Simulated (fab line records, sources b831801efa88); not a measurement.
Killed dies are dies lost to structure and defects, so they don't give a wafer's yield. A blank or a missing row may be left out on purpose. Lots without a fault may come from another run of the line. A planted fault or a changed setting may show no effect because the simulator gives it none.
fab line records | flow gf180mcu
record lots=13 wafers=39 last_day=34
route steps=602 shown VT_IMPLANT@122 HV_LDD@204 CONTACT@305 M3@423
lots that met no fault: from a run of the same line without faults
start_h: hours from the record's first day to the start of the lot's first wafer shown | wait_h: hours since the lot's step before | " the same as in the row above | L1.1+2: a row that stands for several wafers | - no value, or no start given | * or withheld: withheld | < > ~ a bound
route shown NAME@n: a module of which the file shows steps, and the number in the route of the first | usual: mean/standard deviation of fault-free wafers | same: alike in all rows | chamber/n: place in a boat | sites: the reading at each site | _std_site: their standard deviation | _edge_site: outer sites' mean less inner sites' | radius_mm: how far each site lies from the wafer's centre | mask NAME#n: copy n | behind: the tool/chamber that last shaped the wafer | hold: why the lot was held/for how many hours/how that ended | device: the transistor (n, p or np) that didn't switch | end of line: the same wafers' tests at the end of the route | a step without rows: its recipe alone | killed: dies lost to structure and defects at the first sort, not the wafer's yield | map: a wafer's dies, x killed, . not, _ none there
set.NAME: the setting as run; set.NAME@STEP: as run at that earlier step | model.NAME: the simulator's own value behind a step, which no gauge read
steps of the route over a sample of lots; a table a step, a row a wafer
services: from which hour (start_h, from the record's first day; less than 0 if before it) a tool's chamber was out of use, for how many hours, and why
## steps
# step GF_VT_IMPLANT_TW_MEAS_32
# usual VT_IMPLANT_3_TW=266.3/1.7
# columns lot.wafer tool chamber start_h wait_h VT_IMPLANT_3_TW
L229.1 film_metro-04 - 139.64 0.1 265.3
L229.2 " - " " 262.8
L229.5 " - " " 263.9
L230.2 film_metro-03 - 148.04 0.1 266.3
L230.3 " - " " 267.9
L230.6 " - " " 267.8
L231.3 film_metro-03 - 153.81 0.1 267.0
L231.4 " - " " 268.5
L231.5 " - " " 264.9
L232.1 film_metro-04 - 159.38 0.1 265.1
L232.2 " - " " 264.9
L232.4 " - " " 264.3
L234.1 film_metro-04 - 172.38 0.1 263.8
L234.4 " - " " 263.9
L234.5 " - " " 265.3
L235.1 film_metro-03 - 180.18 0.1 267.5
L235.2 " - " " 268.6
L235.5 " - " " 269.0
L236.1 film_metro-01 - 187.33 0.1 265.8
L236.3 " - " " 266.2
L236.5 " - " " 266.2
L240.1 film_metro-01 - 212.93 0.1 267.2
L240.4 " - " " 266.6
L240.6 " - " " 266.7
L245.2 film_metro-01 - 248.63 0.1 266.7
L245.5 " - " " 265.8
L245.6 " - " " 264.6
L246.1 film_metro-04 - 252.23 0.1 262.1
L246.2 " - " " 262.6
L246.4 " - " " 263.4
L247.3 film_metro-03 - 264.19 0.1 267.6
L247.4 " - " " 268.8
L247.5 " - " " 267.5
L248.2 film_metro-04 - 268.74 0.1 267.2
L248.3 " - " " 267.8
L248.4 " - " " 268.1
L252.1 film_metro-03 - 295.18 0.1 266.8
L252.4 " - " " 268.3
L252.6 " - " " 268.2
# step GF_HV_LDD_EXPOSE_28
# recipe mask_id=Nplus_HV_AREA target_cd_nm=400 na=0.6 source_shape=conventional sigma_outer=0.6 dose_mj=140
# same na=0.6
# columns lot.wafer tool chamber start_h wait_h mask
L229.1+2+5 iline_stepper-02 0 245.70 - Nplus_HV_AREA#0
L230.2+3+6 iline_stepper-02 0 251.67 - Nplus_HV_AREA#0
L231.3+4+5 iline_stepper-01 0 258.16 - Nplus_HV_AREA#0
L232.1+2+4 iline_stepper-01 0 265.25 - Nplus_HV_AREA#0
L234.1+4+5 iline_stepper-01 0 284.60 - Nplus_HV_AREA#0
L235.1+2+5 iline_stepper-01 0 290.90 - Nplus_HV_AREA#0
L236.1+3+5 iline_stepper-02 0 300.17 - Nplus_HV_AREA#0
L240.1+4+6 iline_stepper-02 0 329.27 - Nplus_HV_AREA#0
L245.2+5+6 iline_stepper-01 0 370.77 - Nplus_HV_AREA#0
L246.1+2+4 iline_stepper-01 0 375.60 - Nplus_HV_AREA#0
L247.3+4+5 iline_stepper-02 0 389.81 - Nplus_HV_AREA#0
L248.2+3+4 iline_stepper-01 0 395.19 - Nplus_HV_AREA#0
L252.1+4+6 iline_stepper-01 0 428.32 - Nplus_HV_AREA#0
# step GF_HV_LDD_OVL_MEAS_32
# usual HV_LDD_02_OVL=-0.8/1.5
# columns lot.wafer tool chamber start_h wait_h HV_LDD_02_OVL[nm]
L229.1 overlay-02 - 255.16 0.1 0.2
L229.2 " - " " 1.5
L229.5 " - " " -0.7
L230.2 overlay-01 - 261.17 0.1 -1.2
L230.3 " - " " -1.5
L230.6 " - " " -2.8
L231.3 overlay-02 - 268.23 0.1 -1.0
L231.4 " - " " -2.8
L231.5 " - " " -3.4
L232.1 overlay-02 - 275.17 0.1 -1.2
L232.2 " - " " -0.2
L232.4 " - " " -1.7
L234.1 overlay-01 - 294.41 0.1 -3.1
L234.4 " - " " -3.7
L234.5 " - " " -4.5
L235.1 overlay-02 - 300.77 0.1 -0.9
L235.2 " - " " 0.5
L235.5 " - " " -1.2
L236.1 overlay-02 - 310.46 0.1 0.0
L236.3 " - " " -1.2
L236.5 " - " " 0.3
L240.1 overlay-02 - 339.72 0.1 -110.6
L240.4 " - " " -111.5
L240.6 " - " " -110.9
L245.2 overlay-01 - 382.62 0.1 -0.8
L245.5 " - " " -1.0
L245.6 " - " " -1.2
L246.1 overlay-01 - 386.86 0.1 0.5
L246.2 " - " " -0.7
L246.4 " - " " 0.1
L247.3 overlay-01 - 401.52 0.1 -113.0
L247.4 " - " " -113.1
L247.5 " - " " -114.2
L248.2 overlay-01 - 407.12 0.1 0.9
L248.3 " - " " 1.3
L248.4 " - " " 0.3
L252.1 overlay-02 - 440.41 0.1 -1.4
L252.4 " - " " -1.6
L252.6 " - " " -0.3
# step GF_CONTACT_STRIP_18
# recipe chemistry=O2/N2 power_w=1400 pressure_mtorr=1500 platen_temp_c=250 o2_flow_sccm=3000 n2_flow_sccm=300 overash_fraction=0.5
# usual drypump_motor_current_A=5.9/0.57 heater_power_w=363/42 oes_product_au=0.580/0.0051 platen_temp_c=249.99/0.17
# columns lot.wafer tool chamber start_h wait_h drypump_motor_current_A heater_power_w oes_product_au platen_temp_c rf_hours_counter_h
L229.1 plasma_asher-01 0 364.32 - 6.1 336 0.571 249.70 26
L229.2 " 1 " " 6.5 414 0.576 249.99 26
L229.5 " 0 " " 6.1 342 0.573 250.11 -
L230.2 plasma_asher-03 1 372.51 - 4.8 352 0.572 249.89 75
L230.3 " 1 " " 4.8 354 0.587 250.02 -
L230.6 " 0 " " 6.0 408 0.583 249.95 -
L231.3 plasma_asher-01 1 380.04 - 6.5 406 0.572 249.87 -
L231.4 " 0 " " 6.1 335 0.577 250.05 -
L231.5 " 1 " " 6.5 404 0.581 249.92 -
L232.1 plasma_asher-01 1 389.21 - 6.5 405 0.583 250.32 28
L232.2 " 0 " " 6.1 337 0.583 250.08 28
L232.4 " 1 " " 6.5 414 0.571 250.06 -
L234.1 plasma_asher-03 0 411.21 - 6.0 425 0.577 250.03 79
L234.4 " 1 " " 4.8 355 0.578 249.97 -
L234.5 " 1 " " 4.8 342 0.583 249.89 -
L235.1 plasma_asher-03 1 416.86 - 4.8 361 0.584 249.88 80
L235.2 " 0 " " 6.0 420 0.581 249.67 80
L235.5 " 0 " " 6.0 437 0.579 249.76 -
L236.1 plasma_asher-03 1 429.06 - 4.8 349 0.580 250.04 81
L236.3 " 0 " " 6.0 419 0.570 249.78 -
L236.5 " 0 " " 6.0 408 0.572 249.91 -
L240.1 plasma_asher-03 0 463.31 - 6.0 419 0.582 250.07 86
L240.4 " 0 " " 6.0 420 0.580 250.02 -
L240.6 " 1 " " 4.8 352 0.581 249.90 -
L245.2 plasma_asher-01 0 509.91 - 6.1 341 0.577 249.99 39
L245.5 " 1 " " 6.5 392 0.584 249.92 -
L245.6 " 0 " " 6.1 345 0.582 249.89 -
L246.1 plasma_asher-03 1 515.86 - 4.8 346 0.578 250.00 92
L246.2 " 0 " " 6.0 416 0.579 250.04 92
L246.4 " 1 " " 4.8 355 0.579 249.91 -
L247.3 plasma_asher-03 0 530.09 - 6.0 409 0.579 250.27 -
L247.4 " 1 " " 4.8 345 0.580 250.07 -
L247.5 " 0 " " 6.0 418 0.572 249.98 -
L248.2 plasma_asher-04 1 534.16 - 5.9 335 0.576 250.03 75
L248.3 " 0 " " 6.2 294 0.589 249.93 -
L248.4 " 1 " " 5.9 332 0.586 250.06 -
L252.1 plasma_asher-04 1 566.61 - 5.9 329 0.576 249.99 78
L252.4 " 0 " " 6.2 310 0.578 249.62 -
L252.6 " 1 " " 5.9 319 0.574 250.03 -
# step GF_M3_CD_MEAS_14
# recipe target_cd_nm=280
# usual cd_nm=279.9/1.2
# columns lot.wafer tool chamber start_h wait_h cd_nm
L229.1 cd_sem-02 - 492.34 0.1 280.2
L229.2 " - " " 280.8
L229.5 " - " " 280.8
L230.2 cd_sem-02 - 500.11 0.1 280.7
L230.3 " - " " 280.2
L230.6 " - " " 281.0
L231.3 cd_sem-02 - 507.67 0.1 281.2
L231.4 " - " " 282.2
L231.5 " - " " 280.7
L232.1 cd_sem-01 - 518.93 0.1 280.9
L232.2 " - " " 280.3
L232.4 " - " " 280.9
L234.1 cd_sem-02 - 539.33 0.1 279.2
L234.4 " - " " 279.0
L234.5 " - " " 278.1
L235.1 cd_sem-02 - 545.14 0.1 279.8
L235.2 " - " " 278.5
L235.5 " - " " 279.4
L236.1 cd_sem-02 - 556.49 0.1 279.6
L236.3 " - " " 281.0
L236.5 " - " " 280.1
L240.1 cd_sem-01 - 588.54 0.1 280.2
L240.4 " - " " 281.2
L240.6 " - " " 280.6
L245.2 cd_sem-01 - 625.96 0.1 277.7
L245.5 " - " " 278.7
L245.6 " - " " 278.0
L246.1 cd_sem-01 - 634.41 0.1 279.9
L246.2 " - " " 280.1
L246.4 " - " " 279.6
L247.3 cd_sem-01 - 644.98 0.1 279.0
L247.4 " - " " 279.8
L247.5 " - " " 280.4
L248.2 cd_sem-01 - 647.25 0.1 279.9
L248.3 " - " " 279.7
L248.4 " - " " 279.3
L252.1 cd_sem-01 - 679.39 0.1 280.7
L252.4 " - " " 278.6
L252.6 " - " " 280.1
## services
# columns tool chamber start_h hours kind
plasma_asher-04 - 274.91 2.8 pm
plasma_asher-03 - 277.39 1.5 repair
iline_stepper-02 - 283.11 4.4 pm
iline_stepper-01 - 292.14 1.7 pm
iline_stepper-02 - 294.86 2.4 repair
plasma_asher-01 - 304.10 3.2 repair
iline_stepper-01 - 313.72 1.0 repair
iline_stepper-02 - 339.81 7.3 repair
iline_stepper-02 - 372.68 4.6 repair
iline_stepper-01 - 380.80 4.4 pm
iline_stepper-01 - 415.91 2.1 pm
iline_stepper-01 - 418.00 - consumable_replace:lamp
plasma_asher-01 - 427.12 15.2 repair
iline_stepper-02 - 472.11 8.1 repair
plasma_asher-04 - 479.58 12.5 repair
iline_stepper-01 - 510.32 1.7 pm
plasma_asher-03 - 510.73 4.3 repair
iline_stepper-02 - 522.29 1.7 pm
iline_stepper-02 - 536.64 4.3 pm
plasma_asher-01 - 546.91 2.6 repair
## key
first_sign step=GF_HV_LDD_OVL_MEAS_32 reading=HV_LDD_02_OVL direction=down sigmas=77 usual=-0.8 struck=-112.2
effect none on later readings
met_at GF_HV_LDD_EXPOSE_28
struck_lots L240,L247
tester_left_out L240,L247
not_acting_at GF_VT_IMPLANT_TW_MEAS_32,GF_CONTACT_STRIP_18,GF_M3_CD_MEAS_14
onset_between 300.17 329.27
fault kind=scanner_matching_overlay tool=iline_stepper-02 chamber=- onset_h=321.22 steps=GF_HV_LDD_EXPOSE_28 offset=-110.89
# tester_left_out: of these lots the tester's yield and bins aren't shown, on N5 and GAA mostly nor the transistor test; their killed dies are dies lost to structure and defects alone, not to doping, threshold or leakage, so they don't give the yield
